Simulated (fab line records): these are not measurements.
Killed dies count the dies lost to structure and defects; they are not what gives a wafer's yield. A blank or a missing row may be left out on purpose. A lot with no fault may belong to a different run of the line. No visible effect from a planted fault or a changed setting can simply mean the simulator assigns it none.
Which of the tools did it? -- flow sky130 -- 30 wafers from 10 lots sampled at 3 of the route's 708 steps

== WHAT THE GAUGES SHOWED, per wafer ==
SKY_LI_CONTACT_RS_MEAS_22: a four-point-probe measurement.
lot,measured,on,LI_CONTACT_W_RS (ohm/sq)
L141,day 29 17:46,film metro-03,0.285 0.293 0.289
L145,day 31 00:05,film metro-04,0.291 0.290 0.292
L143,day 31 02:31,film metro-04,0.292 0.292 0.293
L144,day 31 03:16,film metro-01,0.285 0.288 0.284
L150,day 32 15:14,film metro-01,0.284 0.255 0.287
L152,day 33 11:04,film metro-04,0.258 0.286 0.286
L160,day 35 21:17,film metro-01,0.287 0.284 0.283
L161,day 36 08:08,film metro-03,0.281 0.289 0.279
L162,day 36 11:58,film metro-01,0.282 0.284 0.280
L163,day 36 22:23,film metro-01,0.289 0.287 0.290

SKY_LI_CONTACT_THK_MEAS_23: measures by xrf.
lot,measured,on,LI_CONTACT_W_THK (nm)
L141,day 29 17:53,film metro-03,398 383 394
L145,day 31 00:12,film metro-04,389 388 386
L143,day 31 02:38,film metro-04,388 389 387
L144,day 31 03:22,film metro-01,399 396 401
L150,day 32 15:22,film metro-01,393 442 392
L152,day 33 11:11,film metro-04,438 399 399
L160,day 35 21:23,film metro-01,398 402 403
L161,day 36 08:14,film metro-03,400 389 401
L162,day 36 12:05,film metro-01,407 403 407
L163,day 36 22:30,film metro-01,397 398 394

== WHAT TOOL EACH LOT RAN ON (gives the tool, then ch and the chambers of the sampled wafers, and finally the start) ==
lot,SKY_LI_CONTACT_CVD_21
L141,"cvd w-02 ch 0,1, day 29 17:38"
L145,"cvd w-02 ch 0,1, day 30 23:58"
L143,"cvd w-02 ch 0,1, day 31 02:23"
L144,"cvd w-01 ch 0,1, day 31 03:08"
L150,"cvd w-02 ch 0,1, day 32 15:07"
L152,"cvd w-02 ch 0,1, day 33 10:56"
L160,"cvd w-01 ch 0,1, day 35 21:10"
L161,"cvd w-01 ch 0,1, day 36 07:59"
L162,"cvd w-01 ch 0, day 36 11:51"
L163,"cvd w-02 ch 0,1, day 36 22:15"
- SKY_LI_CONTACT_CVD_21: deposits W, target thk 400 nm, time 120.56 s.

== WHAT THE TOOLS THEMSELVES READ (means of the sampled wafers that have a number; where no wafer has one, the mark that the record gives instead) ==
SKY_LI_CONTACT_CVD_21.
lot,tool,chamber pressure Torr (Torr),heater power w (W),susceptor temp C (C)
L141,cvd w-02,39.81,925,399.91
L145,cvd w-02,39.95,944,400.29
L143,cvd w-02,40.11,916,399.80
L144,cvd w-01,40.10,771,400.35
L150,cvd w-02,39.91,928,401.89
L152,cvd w-02,40.06,932,401.93
L160,cvd w-01,39.99,760,399.96
L161,cvd w-01,39.92,771,399.89
L162,cvd w-01,40.05,768,400.09
L163,cvd w-02,40.00,922,400.05

== THE ANSWER, worked out from the rows above alone ==
Rule: the usual values come from the lots themselves. Put in order of their means at a reading, lots are off if they are a third of the lots or fewer, leave a main group of 4 or more, and stand apart from it by a gap of 3 or more times the standard deviation of the main group's means; of several such gaps the widest counts. Not used: any main group whose means are identical at the precision the tables above print for the reading. A lot without any number at a reading at which 4 lots or more have one is off too. Where the step has rows for the other lots, those lots are counted as sound. First the gauges in route order, then the tools' own readings, where a lot's mean is used as printed above. The first step at which some lot is off is used, and at that step the reading that is off furthest; a lot without a number counts as furthest.
Off: L150, L152, at SKY_LI_CONTACT_CVD_21 (susceptor temp C). For the main group the mean is 400.04 C and the standard deviation 0.18.
A tool fits if, at that step or a process step before it, it ran every lot that is off, and no sound lot after the first of them. None of those tried fits.

== WHAT HAD BEEN PUT IN BY THE SIMULATOR ==
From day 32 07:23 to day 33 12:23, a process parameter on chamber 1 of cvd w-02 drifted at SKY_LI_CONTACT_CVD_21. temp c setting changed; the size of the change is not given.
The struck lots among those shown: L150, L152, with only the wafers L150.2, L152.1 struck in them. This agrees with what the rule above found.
